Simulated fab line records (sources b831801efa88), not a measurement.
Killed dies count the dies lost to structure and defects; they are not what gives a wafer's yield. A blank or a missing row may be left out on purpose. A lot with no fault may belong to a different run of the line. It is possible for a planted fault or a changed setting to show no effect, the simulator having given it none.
Which tool is to blame?    flow gf180mcu    7 lots (21 wafers sampled), 1 step of a 602-step route

WHAT EACH GAUGE READ, for each wafer
GF_V4_BOW_MEAS_05.
lot   measured      on            V4_BOW (um)
L194  day 23 10:13  filmMetro-04  138 137 137
L196  day 25 03:52  filmMetro-03  147 146 143
L199  day 26 04:43  filmMetro-04  113 132 112
L207  day 28 03:16  filmMetro-04  140 129 156
L209  day 28 23:07  filmMetro-03  123 122 128
L211  day 29 06:35  filmMetro-01  135 134 156
L214  day 29 23:02  filmMetro-04  128 136 132

EACH LOT AND THE TOOL THAT RAN IT (in order: tool; ch and the chambers of the sampled wafers; start)
Record: no process step prior to these readings.

THE ANSWER, worked out from the rows above alone
Rule: the lots themselves supply what counts as usual. Put in order of their means at a reading, lots are off if they are a third of the lots or fewer, leave a main group of 4 or more, and stand apart from it by a gap of 3 or more times the standard deviation of the main group's means; of several such gaps the widest counts. A main group is skipped when, at the precision printed for the reading in the tables above, its means are all equal. Also off: a lot with no number at a reading for which 4 or more lots have one. The other lots that the step has rows for count as sound.
Across all readings shown, no lot is off: no conclusion can be drawn from this.

WHAT HAD BEEN PUT IN BY THE SIMULATOR
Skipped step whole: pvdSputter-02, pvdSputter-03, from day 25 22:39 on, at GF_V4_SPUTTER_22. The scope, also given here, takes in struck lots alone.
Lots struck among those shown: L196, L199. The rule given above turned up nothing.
